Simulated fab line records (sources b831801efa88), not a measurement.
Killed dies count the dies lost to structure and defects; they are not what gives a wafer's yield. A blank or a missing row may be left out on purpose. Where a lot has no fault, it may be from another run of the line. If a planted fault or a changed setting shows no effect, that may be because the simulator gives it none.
2 desks looking at one fault || flow gf180mcu || each desk has only its own numbers; what lay behind them comes last

FOR THE TOOL OWNER'S DESK: implanter-02
For each lot that ran on this tool, the mean over its sampled wafers that have a number, from the tool's own readings at GF_HV_LDD_IMPLANT_35. If a lot's mean is further than 4 standard deviations from the usual mean, the lot is out of limits and carries the mark OUT (the distance appears in the brackets).
Columns: A = beam_energy_keV at GF_HV_LDD_IMPLANT_35, usual 59.998; B = dose_ions_cm2 at GF_HV_LDD_IMPLANT_35, usual 7.5e+12; C = faraday_current_uA at GF_HV_LDD_IMPLANT_35, usual 42.3
{"lot": "L127", "first seen here": "day 13 14:21", "A": 60.020, "B": 7.5e+12, "C": 42.6}
{"lot": "L137", "first seen here": "day 16 20:52", "A": 60.002, "B": "8.0e+12 (+65) OUT", "C": 45.4}
{"lot": "L138", "first seen here": "day 17 02:46", "A": 59.988, "B": "8.0e+12 (+67) OUT", "C": 44.7}
This desk's finding: out of limits on L137, L138; first on L137, day 16 20:52 (dose_ions_cm2 at GF_HV_LDD_IMPLANT_35). L127: within limits.

METROLOGY DESK
Lot by lot, what the gauges showed, no matter which tool ran the lot: averages of those sampled wafers that carry a number. If a lot's mean is further than 4 standard deviations from the usual mean, the lot is out of limits and carries the mark OUT (the distance appears in the brackets).
Columns: A = DUAL_GATE_OVL at GF_DUAL_GATE_OVL_MEAS_11, usual 0.9 nm; B = cd_nm at GF_SAB_CD_MEAS_09, usual 420.2 nm
{"lot": "L121", "first seen here": "day 8 07:37", "A": -0.3, "B": 420.3}
{"lot": "L122", "first seen here": "day 8 12:35", "A": 1.6, "B": 420.8}
{"lot": "L123", "first seen here": "day 9 01:34", "A": 3.9, "B": 424.0}
{"lot": "L125", "first seen here": "day 9 11:42", "A": 0.7, "B": 421.8}
{"lot": "L126", "first seen here": "day 9 18:25", "A": 1.5, "B": 423.7}
{"lot": "L127", "first seen here": "day 10 03:45", "A": 1.7, "B": 420.7}
{"lot": "L128", "first seen here": "day 10 09:07", "A": 4.0, "B": 422.0}
{"lot": "L129", "first seen here": "day 10 15:47", "A": -1.6, "B": 418.2}
{"lot": "L130", "first seen here": "day 10 20:56", "A": 1.4, "B": 420.8}
{"lot": "L137", "first seen here": "day 13 01:09", "A": -0.1, "B": 423.3}
{"lot": "L138", "first seen here": "day 13 05:19", "A": -0.2, "B": 416.4}
{"lot": "L141", "first seen here": "day 14 04:55", "A": -0.5, "B": 421.4}
{"lot": "L142", "first seen here": "day 14 10:42", "A": 1.2, "B": 421.8}
{"lot": "L143", "first seen here": "day 14 21:12", "A": 1.0, "B": 421.3}
Result from this desk: across the 14 lots, nothing is out of limits.

BROUGHT TOGETHER
On L137, L138, at day 16 20:52, an alarm was possible from the tool owner's desk.
Metrology desk: nothing out of limits seen.
The metrology desk has L137, L138 on record, within its limits.
Of the lots named, all ran GF_HV_LDD_IMPLANT_35 on implanter-02.

WHAT HAD BEEN PUT IN BY THE SIMULATOR
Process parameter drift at GF_HV_LDD_IMPLANT_35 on implanter-02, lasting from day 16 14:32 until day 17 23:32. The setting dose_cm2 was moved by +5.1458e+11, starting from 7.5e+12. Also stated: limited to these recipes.
Shown lots that were struck: L137, L138.
Delay in hours, fault start to first out-of-limits reading, by desk: the tool owner's desk at 6.
